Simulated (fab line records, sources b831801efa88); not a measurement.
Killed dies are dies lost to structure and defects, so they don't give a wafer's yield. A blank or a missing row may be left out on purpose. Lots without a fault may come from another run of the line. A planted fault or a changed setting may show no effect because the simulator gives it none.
fab line records | flow sky130
record lots=5 wafers=15 last_day=50
route steps=708 shown LI_CONTACT@385 LOCAL_INTERCONNECT@387 CONTACT@406
lots that met no fault: from a run of the same line without faults
start_h: hours from the record's first day to the start of the lot's first wafer shown | wait_h: hours since the lot's step before | " the same as in the row above | L1.1+2: a row that stands for several wafers | - no value, or no start given | * or withheld: withheld | < > ~ a bound
route shown NAME@n: a module of which the file shows steps, and the number in the route of the first | usual: mean/standard deviation of fault-free wafers | same: alike in all rows | chamber/n: place in a boat | sites: the reading at each site | _std_site: their standard deviation | _edge_site: outer sites' mean less inner sites' | radius_mm: how far each site lies from the wafer's centre | mask NAME#n: copy n | behind: the tool/chamber that last shaped the wafer | hold: why the lot was held/for how many hours/how that ended | device: the transistor (n, p or np) that didn't switch | end of line: the same wafers' tests at the end of the route | a step without rows: its recipe alone | killed: dies lost to structure and defects at the first sort, not the wafer's yield | map: a wafer's dies, x killed, . not, _ none there
set.NAME: the setting as run; set.NAME@STEP: as run at that earlier step | model.NAME: the simulator's own value behind a step, which no gauge read
lots at some steps of the route; a table a step, a row a wafer
services: from which hour (start_h, from the record's first day; less than 0 if before it) a tool's chamber was out of use, for how many hours, and why
## steps
# step SKY_LI_CONTACT_THK_MEAS_23
# recipe thk_meas_gauge=xrf reads=W_of_LI_CONTACT_CVD_21
# usual LI_CONTACT_W_THK=391/7.8
# columns lot.wafer tool chamber start_h wait_h LI_CONTACT_W_THK[nm]
L074.1 film_metro-03 - 669.80 0.1 378
L074.4 " - " " 384
L074.6 " - " " 384
L087.1 film_metro-01 - 779.38 0.1 391
L087.3 " - " " 387
L087.6 " - " " 393
L088.1 film_metro-01 - 779.64 0.1 391
L088.2 " - " " 404
L088.3 " - " " 395
L095.1 film_metro-03 - 837.51 0.1 375
L095.3 " - " " 379
L095.5 " - " " 378
L097.2 film_metro-04 - 839.67 0.1 389
L097.4 " - " " 389
L097.6 " - " " 384
# step SKY_LI_CONTACT_CMP_24
# recipe stop_on=PSG t_overpolish_s=20 down_force_psi=3.5 platen_rpm=60 target_thk_nm=0 pad_velocity_m_s=0.94248
# usual motor_current_A=10.6/1.3 overpolish_run_s=20.000/0.0087 time_to_endpoint_s=97/5.2
# columns lot.wafer tool chamber start_h wait_h motor_current_A overpolish_run_s time_to_endpoint_s
L074.1 cmp-02 0 669.91 0.1 9.2 20.008 100
L074.4 " 1 " " 8.4 19.999 91
L074.6 " 3 " " 10.2 20.002 87
L087.3 cmp-02 0 779.44 0.0 9.9 19.991 99
L087.1 " 2 " " 10.6 19.993 102
L087.6 " 1 " " 8.5 20.004 93
L088.1 cmp-01 1 779.70 0.1 10.5 20.019 97
L088.3 " 2 " " 12.2 19.992 93
L088.2 " 3 " " 10.8 20.020 92
L095.3 cmp-02 1 837.70 0.2 8.7 19.996 90
L095.1 " 2 " " 10.9 20.011 103
L095.5 " 1 " " 8.8 19.996 92
L097.2 cmp-02 3 839.82 0.1 10.7 19.996 90
L097.4 " 0 " " 9.8 19.992 100
L097.6 " 2 " " 11.2 19.988 98
# step SKY_LOCAL_INTERCONNECT_SPUTTER_00
# recipe material=TiN target_thk_nm=100 temp_c=300 power_w=6500 time_s=83.3 chamber_pressure_pa=0.4
# usual throttle_valve_pct=29.9/1.1
# columns lot.wafer tool chamber start_h wait_h throttle_valve_pct
L074.1 pvd_sputter-03 - 670.16 0.2 27.8
L074.4 " - " " 31.4
L074.6 " - " " 31.6
L087.1 pvd_sputter-04 - 779.74 0.1 30.6
L087.3 " - " " 29.4
L087.6 " - " " 30.2
L088.1 pvd_sputter-03 - 780.00 0.2 31.5
L088.2 " - " " 30.8
L088.3 " - " " 30.0
L095.1 pvd_sputter-04 - 837.95 0.1 29.8
L095.3 " - " " 30.9
L095.5 " - " " 29.2
L097.2 pvd_sputter-02 - 840.02 0.1 30.0
L097.4 " - " " 28.6
L097.6 " - " " 31.5
# step SKY_LOCAL_INTERCONNECT_RS_MEAS_01
# recipe thk_meas_gauge=four-point-probe reads=TiN_of_LOCAL_INTERCONNECT_SPUTTER_00
# usual LOCAL_INTERCONNECT_TIN_RS=14.12/0.21
# columns lot.wafer tool chamber start_h wait_h LOCAL_INTERCONNECT_TIN_RS[ohm/sq]
L074.1 film_metro-04 - 670.22 0.0 14.02
L074.4 " - " " 13.90
L074.6 " - " " 13.97
L087.1 film_metro-04 - 779.80 0.0 14.06
L087.3 " - " " 13.96
L087.6 " - " " 13.98
L088.1 film_metro-02 - 780.06 0.0 14.07
L088.2 " - " " 14.04
L088.3 " - " " 14.06
L095.1 film_metro-04 - 838.01 0.0 14.26
L095.3 " - " " 13.85
L095.5 " - " " 14.28
L097.2 film_metro-02 - 840.10 0.1 13.80
L097.4 " - " " 14.21
L097.6 " - " " 14.10
# step SKY_LOCAL_INTERCONNECT_THK_MEAS_02
# recipe thk_meas_gauge=xrf reads=TiN_of_LOCAL_INTERCONNECT_SPUTTER_00
# usual LOCAL_INTERCONNECT_TIN_THK=101.9/1.6
# columns lot.wafer tool chamber start_h wait_h LOCAL_INTERCONNECT_TIN_THK[nm]
L074.1 film_metro-04 - 670.34 0.1 103.0
L074.4 " - " " 104.0
L074.6 " - " " 103.3
L087.1 film_metro-04 - 779.92 0.1 102.5
L087.3 " - " " 103.8
L087.6 " - " " 103.9
L088.1 film_metro-02 - 780.18 0.1 101.7
L088.2 " - " " 101.9
L088.3 " - " " 102.1
L095.1 film_metro-04 - 838.13 0.1 101.8
L095.3 " - " " 104.3
L095.5 " - " " 101.9
L097.2 film_metro-02 - 840.21 0.1 103.5
L097.4 " - " " 100.2
L097.6 " - " " 101.9
# step SKY_LOCAL_INTERCONNECT_DEHYDRATE_03
# recipe temp_c=200 time_s=60
# columns lot.wafer tool chamber start_h wait_h
L074.1+4+6 litho_track-03 0 683.37 13.0
L087.1+3+6 litho_track-01 0 790.70 10.8
L088.1+2+3 litho_track-02 0 790.87 10.7
L095.1+3+5 litho_track-01 0 849.50 11.4
L097.2+4+6 litho_track-02 0 851.85 11.6
# step SKY_LOCAL_INTERCONNECT_HMDS_04
# recipe prime_time_s=60 prime_temp_c=120
# columns lot.wafer tool chamber start_h wait_h
L074.1+4+6 litho_track-03 0 683.52 0.1
L087.1+3+6 litho_track-01 0 790.85 0.1
L088.1+2+3 litho_track-02 0 791.02 0.1
L095.1+3+5 litho_track-01 0 849.65 0.1
L097.2+4+6 litho_track-02 0 852.00 0.1
# step SKY_LOCAL_INTERCONNECT_COAT_05
# recipe resist=BARC temp_c=withheld time_s=withheld spin_rpm=3000 resist_thk_nm=60
# columns lot.wafer tool chamber start_h wait_h
L074.1+4+6 litho_track-03 0 683.67 0.1
L087.1+3+6 litho_track-01 0 791.00 0.1
L088.1+2+3 litho_track-02 0 791.17 0.1
L095.1+3+5 litho_track-01 0 849.80 0.1
L097.2+4+6 litho_track-02 0 852.15 0.1
# step SKY_LOCAL_INTERCONNECT_COAT_06
# recipe resist=KrF-thick spin_rpm=3000 resist_thk_nm=450
# columns lot.wafer tool chamber start_h wait_h
L074.1+4+6 litho_track-03 0 - -
L087.1+3+6 litho_track-01 0 - -
L088.1+2+3 litho_track-02 0 - -
L095.1+3+5 litho_track-01 0 - -
L097.2+4+6 litho_track-02 0 - -
# step SKY_LOCAL_INTERCONNECT_SOFTBAKE_07
# recipe temp_c=100 time_s=90 resist=KrF-thick
# columns lot.wafer tool chamber start_h wait_h
L074.1+4+6 litho_track-03 0 - -
L087.1+3+6 litho_track-01 0 - -
L088.1+2+3 litho_track-02 0 - -
L095.1+3+5 litho_track-01 0 - -
L097.2+4+6 litho_track-02 0 - -
# step SKY_LOCAL_INTERCONNECT_EXPOSE_08
# recipe mask_id=LI1M na=0.8 source_shape=annular sigma_inner=0.55 sigma_outer=0.85 target_cd_nm=170 dose_mj=28
# usual exposure_dose_mJ_cm2=27.96/0.031 reticle_temp_C=23.01/0.1
# columns lot.wafer tool chamber start_h wait_h mask exposure_dose_mJ_cm2 reticle_temp_C
L074.1 krf_scanner-02 0 - - LI1M#0 28.00 22.95
L074.4 " 0 " " LI1M#0 27.98 23.05
L074.6 " 0 " " LI1M#0 28.00 22.90
L087.1 krf_scanner-02 0 - - LI1M#0 27.96 23.03
L087.3 " 0 " " LI1M#0 27.96 23.01
L087.6 " 0 " " LI1M#0 27.90 23.15
L088.1 krf_scanner-01 0 - - LI1M#0 27.94 23.15
L088.2 " 0 " " LI1M#0 28.02 23.27
L088.3 " 0 " " LI1M#0 27.95 23.23
L095.1 krf_scanner-01 0 - - LI1M#0 27.97 23.12
L095.3 " 0 " " LI1M#0 28.01 23.08
L095.5 " 0 " " LI1M#0 27.99 23.03
L097.2 krf_scanner-01 0 - - LI1M#0 28.00 22.96
L097.4 " 0 " " LI1M#0 27.94 23.07
L097.6 " 0 " " LI1M#0 27.99 23.12
# step SKY_LOCAL_INTERCONNECT_PEB_09
# recipe peb_temp_c=withheld peb_time_s=withheld resist=KrF-thick
# columns lot.wafer tool chamber start_h wait_h
L074.1+4+6 litho_track-02 0 - -
L087.1+3+6 litho_track-02 0 - -
L088.1+2+3 litho_track-02 0 - -
L095.1+3+5 litho_track-03 0 - -
L097.2+4+6 litho_track-01 0 - -
# step SKY_LOCAL_INTERCONNECT_DEVELOP_10
# recipe develop_time_s=60 resist=KrF-thick dev_temp_c=21
# columns lot.wafer tool chamber start_h wait_h
L074.1+4+6 litho_track-02 0 - -
L087.1+3+6 litho_track-02 0 - -
L088.1+2+3 litho_track-02 0 - -
L095.1+3+5 litho_track-03 0 - -
L097.2+4+6 litho_track-01 0 - -
# step SKY_LOCAL_INTERCONNECT_CD_MEAS_11
# recipe target_cd_nm=170
# usual cd_nm=170.1/1.7
# columns lot.wafer tool chamber start_h wait_h cd_nm
L074.1 cd_sem-01 - 697.27 - 168.1
L074.4 " - " " 168.6
L074.6 " - " " 168.9
L087.1 cd_sem-01 - 805.47 - 170.0
L087.3 " - " " 172.2
L087.6 " - " " 171.1
L088.1 cd_sem-02 - 806.42 - 170.7
L088.2 " - " " 171.2
L088.3 " - " " 169.6
L095.1 cd_sem-02 - 863.53 - 171.0
L095.3 " - " " 170.8
L095.5 " - " " 170.7
L097.2 cd_sem-01 - 865.62 - 171.9
L097.4 " - " " 172.0
L097.6 " - " " 170.0
# step SKY_LOCAL_INTERCONNECT_OVL_MEAS_12
# usual LOCAL_INTERCONNECT_OVL=0/6.3
# columns lot.wafer tool chamber start_h wait_h LOCAL_INTERCONNECT_OVL[nm]
L074.1 overlay-01 - 697.39 0.1 -1
L074.4 " - " " 14
L074.6 " - " " 0
L087.1 overlay-01 - 805.59 0.1 -11
L087.3 " - " " -12
L087.6 " - " " -3
L088.1 overlay-01 - 806.54 0.1 -7
L088.2 " - " " -11
L088.3 " - " " -9
L095.1 overlay-02 - 863.65 0.1 4
L095.3 " - " " -3
L095.5 " - " " 2
L097.2 overlay-01 - 865.73 0.1 -2
L097.4 " - " " -3
L097.6 " - " " -5
# step SKY_LOCAL_INTERCONNECT_ETCH_13
# recipe chemistry=N2/H2 target=BARC ion_energy_ev=200 bias_w=100 pressure_mtorr=30 n2_flow_sccm=100 h2_flow_sccm=200 icp_w=500 stop_on=SiO2 time_s=45.9 target_depth_a=600
# usual drypump_motor_current_A=6.28/0.29 oes_product_au=0.855/0.0043 throttle_valve_pct=13.224/0.0089
# columns lot.wafer tool chamber start_h wait_h drypump_motor_current_A oes_product_au rf_hours_counter_h throttle_valve_pct
L074.1 rie_metal-04 0 697.43 0.0 6.33 0.858 5 13.233
L074.4 " 1 " " 6.39 0.857 - 13.217
L074.6 " 0 " " 6.34 0.856 - 13.216
L087.1 rie_metal-04 1 805.63 0.0 6.41 0.844 2 13.228
L087.3 " 0 " " 6.29 0.857 - 13.227
L087.6 " 0 " " 6.31 0.858 - 13.221
L088.1 rie_metal-03 0 806.58 0.0 5.80 0.844 11 13.225
L088.2 " 1 " " 6.47 0.859 14 13.217
L088.3 " 0 " " 5.80 0.845 - 13.221
L095.1 rie_metal-03 0 863.69 0.0 5.78 0.855 14 13.221
L095.3 " 0 " " 5.81 0.856 - 13.227
L095.5 " 0 " " 5.79 0.857 - 13.243
L097.2 rie_metal-04 0 865.76 0.0 6.30 0.849 10 13.223
L097.4 " 0 " " 6.34 0.860 - 13.237
L097.6 " 1 " " 6.36 0.859 - 13.232
# step SKY_LOCAL_INTERCONNECT_METAL_ETCH_14
# recipe target_depth_nm=110 stop_on=PSG chemistry=Cl2/BCl3 target=TiN resist_sidewall_deg=88 pressure_mtorr=10 icp_w=900 bias_w=48.5 Cl2_flow_sccm=60 bcl3_flow_sccm=30 time_s=31.4
# usual drypump_motor_current_A=6.28/0.29 oes_product_au=0.943/0.0086 throttle_valve_pct=21.900/0.01
# columns lot.wafer tool chamber start_h wait_h drypump_motor_current_A oes_product_au rf_hours_counter_h throttle_valve_pct
L074.1 rie_metal-04 0 697.49 0.0 6.28 0.956 5 21.901
L074.4 " 1 " " 6.36 0.951 - 21.900
L074.6 " 0 " " 6.28 0.945 - 21.906
L087.1 rie_metal-04 1 805.69 0.0 6.38 0.941 2 21.902
L087.3 " 0 " " 6.32 0.947 - 21.904
L087.6 " 0 " " 6.33 0.948 - 21.888
L088.1 rie_metal-03 0 806.64 0.0 5.79 0.947 11 21.897
L088.2 " 1 " " 6.54 0.950 14 21.901
L088.3 " 0 " " 5.81 0.937 - 21.884
L095.1 rie_metal-03 0 863.75 0.0 5.81 0.939 14 21.897
L095.3 " 0 " " 5.79 0.952 - 21.885
L095.5 " 0 " " 5.80 0.928 - 21.917
L097.2 rie_metal-04 0 865.82 0.0 6.33 0.949 10 21.902
L097.4 " 0 " " 6.31 0.944 - 21.888
L097.6 " 1 " " 6.39 0.942 - 21.902
# step SKY_LOCAL_INTERCONNECT_STRIP_15
# recipe chemistry=O2/N2 power_w=1400 pressure_mtorr=1500 platen_temp_c=withheld o2_flow_sccm=3000 n2_flow_sccm=300 overash_fraction=0.5
# usual drypump_motor_current_A=5.7/0.54 oes_product_au=0.427/0.0044 strip_time_to_endpoint_s=4.726/0.025
# columns lot.wafer tool chamber start_h wait_h drypump_motor_current_A oes_product_au rf_hours_counter_h strip_time_to_endpoint_s
L074.1 plasma_asher-02 1 697.54 0.0 5.7 0.424 27 4.714
L074.4 " 0 " " 5.6 0.426 - 4.751
L074.6 " 0 " " 5.6 0.432 - 4.735
L087.1 plasma_asher-04 0 805.74 0.0 6.7 0.429 93 4.758
L087.3 " 1 " " 5.0 0.426 - 4.723
L087.6 " 1 " " 5.0 0.438 - 4.753
L088.1 plasma_asher-02 1 806.69 0.0 5.7 0.429 37 4.688
L088.2 " 0 " " 5.6 0.432 37 4.725
L088.3 " 0 " " 5.6 0.418 - 4.727
L095.1 plasma_asher-01 0 863.80 0.0 6.0 0.433 78 4.735
L095.3 " 1 " " 5.4 0.423 - 4.727
L095.5 " 0 " " 6.0 0.430 - 4.736
L097.2 plasma_asher-04 1 865.87 0.0 5.0 0.424 99 4.729
L097.4 " 1 " " 5.0 0.431 - 4.754
L097.6 " 0 " " 6.7 0.424 - 4.740
# step SKY_LOCAL_INTERCONNECT_STRIP_16
# recipe chemistry=post_etch_residue_remover time_s=1200 temp_c=72.5
# columns lot.wafer tool chamber start_h wait_h
L074.1+4+6 wet_bench-02 3 697.64 0.1
L087.1+3+6 wet_bench-03 2 805.84 0.1
L088.1+2+3 wet_bench-03 3 806.79 0.1
L095.1+3+5 wet_bench-04 2 863.90 0.1
L097.2+4+6 wet_bench-02 2 865.97 0.1
# step SKY_LOCAL_INTERCONNECT_CLEAN_17
# recipe chemistry=IPA time_s=180 temp_c=25
# columns lot.wafer tool chamber start_h wait_h
L074.1+4+6 wet_bench-03 0 697.98 0.0
L087.1+3+6 wet_bench-02 3 806.19 0.0
L088.1+2+3 wet_bench-02 2 807.13 0.0
L095.1+3+5 wet_bench-04 3 864.24 0.0
L097.2+4+6 wet_bench-02 2 866.65 0.0
# step SKY_LOCAL_INTERCONNECT_CLEAN_18
# recipe chemistry=O3/DIW dry=n2_spin
# columns lot.wafer tool chamber start_h wait_h
L074.1+4+6 wet_bench-04 2 698.04 0.0
L087.1+3+6 wet_bench-04 2 806.24 0.0
L088.1+2+3 wet_bench-03 2 807.19 0.0
L095.1+3+5 wet_bench-03 0 864.34 0.0
L097.2+4+6 wet_bench-02 0 866.77 0.0
# step SKY_CONTACT_CVD_00
# recipe material=Si3N4 target_thk_nm=75 temp_c=400 time_s=withheld rf_w=450
# usual heater_power_w=737/76
# columns lot.wafer tool chamber start_h wait_h heater_power_w
L074.1 pecvd-03 1 698.14 0.0 765
L074.4 " 1 " " 787
L074.6 " 0 " " 784
L087.1 pecvd-03 1 806.34 0.0 707
L087.3 " 2 " " 772
L087.6 " 2 " " 767
L088.1 pecvd-02 0 807.28 0.0 604
L088.2 " 2 " " 702
L088.3 " 0 " " 485
L095.1 pecvd-03 0 864.43 0.0 799
L095.3 " 1 " " 714
L095.5 " 0 " " 815
L097.2 pecvd-02 0 866.95 0.0 604
L097.4 " 0 " " 601
L097.6 " 1 " " 834
# step SKY_CONTACT_THK_MEAS_01
# recipe reads=Si3N4_of_CONTACT_CVD_00
# usual CONTACT_CVD_00_THK=75.0/0.92
# columns lot.wafer tool chamber start_h wait_h CONTACT_CVD_00_THK[nm]
L074.1 film_metro-01 - 698.18 - 76.2
L074.4 " - " " 76.4
L074.6 " - " " 74.7
L087.1 film_metro-01 - 806.38 - 74.0
L087.3 " - " " 73.6
L087.6 " - " " 74.5
L088.1 film_metro-04 - 807.34 - 75.4
L088.2 " - " " 74.4
L088.3 " - " " 76.0
L095.1 film_metro-02 - 864.46 - 73.5
L095.3 " - " " 73.8
L095.5 " - " " 74.0
L097.2 film_metro-01 - 867.00 - 74.4
L097.4 " - " " 75.4
L097.6 " - " " 76.1
# step SKY_CONTACT_HDPCVD_02
# recipe material=SiO2 target_thk_nm=565 sigma_open_frac=0.3 time_s=94.2 temp_c=600 sih4_flow_sccm=60 pressure_mtorr=6
# columns lot.wafer tool chamber start_h wait_h
L074.1+4+6 hdpcvd-01 1,1,0 698.24 0.1
L087.1+3+6 hdpcvd-01 1,2,0 806.44 0.1
L088.1+2+3 hdpcvd-02 1,0,2 807.39 0.1
L095.1+3+5 hdpcvd-02 1,0,2 864.52 0.1
L097.2+4+6 hdpcvd-01 2,1,0 867.05 0.0
# step SKY_CONTACT_THK_MEAS_03
# recipe reads=SiO2_of_CONTACT_HDPCVD_02
# usual CONTACT_HDPCVD_THK=567/7.8
# columns lot.wafer tool chamber start_h wait_h CONTACT_HDPCVD_THK[nm]
L074.1 film_metro-02 - 698.34 0.1 562
L074.4 " - " " 562
L074.6 " - " " 562
L087.1 film_metro-02 - 806.51 0.0 552
L087.3 " - " " 562
L087.6 " - " " 561
L088.1 film_metro-02 - 807.46 0.0 569
L088.2 " - " " 571
L088.3 " - " " 576
L095.1 film_metro-04 - 864.59 0.0 574
L095.3 " - " " 577
L095.5 " - " " 579
L097.2 film_metro-02 - 867.13 0.0 562
L097.4 " - " " 556
L097.6 " - " " 568
# step SKY_CONTACT_CMP_04
# recipe material=SiO2 down_force_psi=4 platen_rpm=60 pad_velocity_m_s=0.94248
# usual motor_current_A=11.5/1.3 time_to_endpoint_s=84/6.3
# columns lot.wafer tool chamber start_h wait_h motor_current_A time_to_endpoint_s
L074.4 cmp-01 3 698.45 0.1 11.5 76
L074.1 " 0 " " 13.5 84
L074.6 " 2 " " 13.7 77
L087.1 cmp-02 2 806.62 0.1 11.8 80
L087.3 " 0 " " 10.8 86
L087.6 " 3 " " 11.7 78
L088.2 cmp-02 2 807.57 0.1 12.2 88
L088.1 " 3 " " 11.7 79
L088.3 " 0 " " 10.6 91
L095.1 cmp-02 2 864.65 0.1 11.9 98
L095.3 " 0 " " 10.5 96
L095.5 " 2 " " 12.1 99
L097.2 cmp-02 0 867.23 0.1 10.3 92
L097.4 " 1 " " 9.4 78
L097.6 " 0 " " 10.4 94
# step SKY_CONTACT_BOW_MEAS_05
# recipe mode=bow
# usual CONTACT_BOW=82/6.8
# columns lot.wafer tool chamber start_h wait_h CONTACT_BOW[um]
L074.1 film_metro-04 - 698.70 0.1 85
L074.4 " - " " 75
L074.6 " - " " 72
L087.1 film_metro-02 - 806.92 0.2 87
L087.3 " - " " 79
L087.6 " - " " 85
L088.1 film_metro-04 - 807.82 0.1 78
L088.2 " - " " 90
L088.3 " - " " 78
L095.1 film_metro-01 - 864.95 0.2 84
L095.3 " - " " 79
L095.5 " - " " 91
L097.2 film_metro-04 - 867.50 0.2 97
L097.4 " - " " 81
L097.6 " - " " 85
# step SKY_CONTACT_DEHYDRATE_06
# recipe temp_c=200 time_s=60
# columns lot.wafer tool chamber start_h wait_h
L074.1+4+6 litho_track-03 0 711.32 12.6
L087.1+3+6 litho_track-03 0 818.27 11.3
L088.1+2+3 litho_track-02 0 818.62 10.8
L095.1+3+5 litho_track-02 0 876.47 11.5
L097.2+4+6 litho_track-02 0 880.30 12.8
# step SKY_CONTACT_HMDS_07
# recipe prime_time_s=60 prime_temp_c=120
# columns lot.wafer tool chamber start_h wait_h
L074.1+4+6 litho_track-03 0 711.47 0.1
L087.1+3+6 litho_track-03 0 818.42 0.1
L088.1+2+3 litho_track-02 0 818.77 0.1
L095.1+3+5 litho_track-02 0 876.62 0.1
L097.2+4+6 litho_track-02 0 880.45 0.1
# step SKY_CONTACT_COAT_08
# recipe resist=BARC temp_c=withheld time_s=withheld spin_rpm=3000 resist_thk_nm=60
# columns lot.wafer tool chamber start_h wait_h
L074.1+4+6 litho_track-03 0 711.62 0.1
L087.1+3+6 litho_track-03 0 818.57 0.1
L088.1+2+3 litho_track-02 0 818.92 0.1
L095.1+3+5 litho_track-02 0 876.77 0.1
L097.2+4+6 litho_track-02 0 880.60 0.1
# step SKY_CONTACT_COAT_09
# recipe resist=KrF-thick spin_rpm=3000 resist_thk_nm=450
# columns lot.wafer tool chamber start_h wait_h
L074.1+4+6 litho_track-03 0 - -
L087.1+3+6 litho_track-03 0 - -
L088.1+2+3 litho_track-02 0 - -
L095.1+3+5 litho_track-02 0 - -
L097.2+4+6 litho_track-02 0 - -
# step SKY_CONTACT_SOFTBAKE_10
# recipe temp_c=100 time_s=90 resist=KrF-thick
# columns lot.wafer tool chamber start_h wait_h
L074.1+4+6 litho_track-03 0 - -
L087.1+3+6 litho_track-03 0 - -
L088.1+2+3 litho_track-02 0 - -
L095.1+3+5 litho_track-02 0 - -
L097.2+4+6 litho_track-02 0 - -
# step SKY_CONTACT_EXPOSE_11
# recipe mask_id=CTM1 na=0.8 source_shape=annular sigma_inner=0.55 sigma_outer=0.85 target_cd_nm=170 dose_mj=38
# usual exposure_dose_mJ_cm2=37.95/0.041 reticle_temp_C=22.98/0.088
# columns lot.wafer tool chamber start_h wait_h mask exposure_dose_mJ_cm2 reticle_temp_C
L074.1 krf_scanner-01 0 - - CTM1#0 37.89 22.92
L074.4 " 0 " " CTM1#0 37.96 23.10
L074.6 " 0 " " CTM1#0 37.98 23.00
L087.1 krf_scanner-01 0 - - CTM1#0 37.95 22.96
L087.3 " 0 " " CTM1#0 37.93 22.92
L087.6 " 0 " " CTM1#0 37.90 23.02
L088.1 krf_scanner-02 0 - - CTM1#0 37.99 23.01
L088.2 " 0 " " CTM1#0 37.97 22.99
L088.3 " 0 " " CTM1#0 37.96 22.90
L095.1 krf_scanner-02 0 - - CTM1#0 37.96 23.08
L095.3 " 0 " " CTM1#0 37.98 22.96
L095.5 " 0 " " CTM1#0 38.05 22.83
L097.2 krf_scanner-01 0 - - CTM1#0 37.91 22.93
L097.4 " 0 " " CTM1#0 37.95 22.92
L097.6 " 0 " " CTM1#0 37.96 23.02
# step SKY_CONTACT_PEB_12
# recipe peb_temp_c=withheld peb_time_s=withheld resist=KrF-thick
# columns lot.wafer tool chamber start_h wait_h
L074.1+4+6 litho_track-02 0 - -
L087.1+3+6 litho_track-04 0 - -
L088.1+2+3 litho_track-03 0 - -
L095.1+3+5 litho_track-04 0 - -
L097.2+4+6 litho_track-04 0 - -
# step SKY_CONTACT_DEVELOP_13
# recipe develop_time_s=60 resist=KrF-thick dev_temp_c=21
# columns lot.wafer tool chamber start_h wait_h
L074.1+4+6 litho_track-02 0 - -
L087.1+3+6 litho_track-04 0 - -
L088.1+2+3 litho_track-03 0 - -
L095.1+3+5 litho_track-04 0 - -
L097.2+4+6 litho_track-04 0 - -
# step SKY_CONTACT_CD_MEAS_14
# recipe target_cd_nm=170
# usual cd_nm=169.7/1.2
# columns lot.wafer tool chamber start_h wait_h cd_nm
L074.1 cd_sem-02 - 726.17 - 171.2
L074.4 " - " " 171.4
L074.6 " - " " 171.7
L087.1 cd_sem-02 - 833.67 - 170.7
L087.3 " - " " 170.6
L087.6 " - " " 170.7
L088.1 cd_sem-01 - 834.07 - 169.1
L088.2 " - " " 169.1
L088.3 " - " " 168.4
L095.1 cd_sem-02 - 891.22 - 171.0
L095.3 " - " " 171.3
L095.5 " - " " 170.2
L097.2 cd_sem-01 - 893.49 - 170.1
L097.4 " - " " 170.1
L097.6 " - " " 170.5
# step SKY_CONTACT_OVL_MEAS_15
# usual CONTACT_OVL=-3/5.6
# columns lot.wafer tool chamber start_h wait_h CONTACT_OVL[nm]
L074.1 overlay-02 - 726.29 0.1 5
L074.4 " - " " -2
L074.6 " - " " 0
L087.1 overlay-01 - 833.79 0.1 -4
L087.3 " - " " -6
L087.6 " - " " 3
L088.1 overlay-01 - 834.19 0.1 0
L088.2 " - " " 5
L088.3 " - " " -9
L095.1 overlay-02 - 891.34 0.1 8
L095.3 " - " " -1
L095.5 " - " " -5
L097.2 overlay-01 - 893.59 0.1 8
L097.4 " - " " -4
L097.6 " - " " 1
## services
# columns tool chamber start_h hours kind
cmp-02 - 650.77 0.5 repair
krf_scanner-01 - 664.20 3.6 pm
krf_scanner-01 - 667.75 1.0 pm
krf_scanner-02 - 691.10 0.3 repair
krf_scanner-01 - 694.81 1.3 pm
krf_scanner-01 - 696.11 0.8 pm
cmp-02 - 709.12 4.5 pm
krf_scanner-02 - 711.61 0.8 pm
krf_scanner-01 - 725.57 36.0 pm
wet_bench-04 - 749.11 4.4 pm
rie_metal-04 - 752.19 2.8 pm
krf_scanner-02 - 761.57 1.3 pm
krf_scanner-02 - 772.17 1.0 pm
rie_metal-04 - 793.48 0.8 repair
cmp-02 - 803.77 0.6 repair
krf_scanner-01 - 825.77 4.5 repair
krf_scanner-01 - 831.00 1.0 pm
krf_scanner-01 - 832.00 4.4 pm
rie_metal-04 - 835.12 4.3 pm
cmp-02 - 849.99 1.4 repair
cmp-02 - 855.26 1.8 repair
krf_scanner-01 - 863.81 0.8 pm
krf_scanner-01 - 870.71 1.3 pm
cmp-02 - 877.77 1.3 repair
## key
fault none
